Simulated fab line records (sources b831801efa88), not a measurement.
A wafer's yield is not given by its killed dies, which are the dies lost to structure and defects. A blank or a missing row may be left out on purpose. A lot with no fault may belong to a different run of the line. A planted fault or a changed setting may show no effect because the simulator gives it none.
What tool caused it? -- flow sky130 -- 13 lots with 39 wafers sampled at 3 steps, on a route of 708 steps

WHAT THE GAUGES SHOWED, per wafer
SKY_SONOS_ONO_THK_MEAS_01.
lot,measured,on,SONOS_ONO_OXIDATION_THK (nm)
L165,day 11 22:11,film-metro-02,2.51 2.52 2.53
L167,day 12 15:04,film-metro-02,2.50 2.51 2.51
L168,day 12 20:58,film-metro-02,2.54 2.51 2.54
L169,day 13 08:06,film-metro-01,2.54 2.56 2.64
L171,day 13 17:54,film-metro-01,2.54 2.52 2.57
L172,day 14 01:47,film-metro-02,2.53 2.60 2.58
L173,day 14 10:31,film-metro-02,2.49 2.54 2.47
L174,day 14 16:55,film-metro-04,2.53 2.57 2.52
L175,day 15 03:38,film-metro-02,2.61 2.64 2.59
L176,day 15 14:34,film-metro-01,2.57 2.64 2.64
L177,day 15 18:29,film-metro-02,2.58 2.62 2.59
L180,day 17 09:20,film-metro-02,2.62 2.66 2.65
L186,day 18 17:47,film-metro-02,2.62 2.61 2.62

SKY_GATE_OXIDE_TW_MEAS_14.
lot,measured,on,GATE_OXIDE_TW
L165,day 14 05:18,film-metro-02,224.1 226.0 226.7
L167,day 15 02:22,film-metro-03,222.2 221.5 222.2
L168,day 15 09:01,film-metro-03,221.7 221.2 220.2
L169,day 15 17:09,film-metro-03,222.4 222.7 221.7
L171,day 16 07:26,film-metro-03,221.0 222.3 222.2
L172,day 16 12:00,film-metro-02,225.8 224.9 226.8
L173,day 17 07:29,film-metro-04,223.9 224.5 224.0
L174,day 17 07:44,film-metro-03,222.3 222.2 222.2
L175,day 17 19:02,film-metro-04,224.6 224.0 224.4
L176,day 18 04:19,film-metro-03,221.4 221.5 221.7
L177,day 18 07:18,film-metro-04,225.2 224.3 225.4
L180,day 20 05:04,film-metro-02,226.1 227.7 227.1
L186,day 21 11:11,film-metro-04,226.9 227.1 225.7

SKY_POLY_GATE_THK_MEAS_04.
lot,measured,on,POLY_GATE_CVD_03_THK (nm)
L165,day 15 12:24,film-metro-02,73.2 74.0 73.1
L167,day 16 11:38,film-metro-02,75.0 74.5 74.8
L168,day 16 20:13,film-metro-03,74.4 75.5 74.4
L169,day 17 08:58,film-metro-02,75.1 75.5 74.6
L171,day 17 19:07,film-metro-01,73.2 74.3 74.6
L172,day 17 23:20,film-metro-03,74.4 73.8 74.2
L173,day 18 20:15,film-metro-03,75.4 75.7 75.3
L174,day 18 20:15,film-metro-02,75.0 75.4 74.1
L175,day 19 07:10,film-metro-02,74.8 74.7 74.2
L176,day 19 15:02,film-metro-02,75.5 75.1 75.4
L177,day 19 19:43,film-metro-01,75.6 75.4 75.2
L180,day 21 16:02,film-metro-02,74.3 74.1 74.7
L186,day 23 03:41,film-metro-01,75.3 74.2 74.3

WHICH TOOL RAN EACH LOT (tool, then ch and the chambers of the sampled wafers, then the start)
No process step before these readings appears in the record.

WHAT THE TOOLS THEMSELVES READ (means of the sampled wafers that have a number; where no wafer has one, the mark that the record gives instead)
The record holds no such reading with a usual standard deviation.

THE ANSWER, worked out from the rows above alone
Rule: what is usual is taken from the lots themselves. Put in order of their means at a reading, lots are off if they are a third of the lots or fewer, leave a main group of 4 or more, and stand apart from it by a gap of 3 or more times the standard deviation of the main group's means; of several such gaps the widest counts. A main group whose means are all the same, to the digits that the tables above print for the reading, isn't used. A lot without any number at a reading at which 4 lots or more have one is off too. Any other lot the step has rows for is counted as sound. After the gauges, taken in route order, come the tools' own readings; for these a lot's mean is taken, as printed above. At the first step where some lot is off, the reading lying furthest off is the one used; lots without a number count as furthest.
No lot is off on any of the readings shown, so nothing can be concluded from this.

WHAT WAS PUT IN BY THE SIMULATOR
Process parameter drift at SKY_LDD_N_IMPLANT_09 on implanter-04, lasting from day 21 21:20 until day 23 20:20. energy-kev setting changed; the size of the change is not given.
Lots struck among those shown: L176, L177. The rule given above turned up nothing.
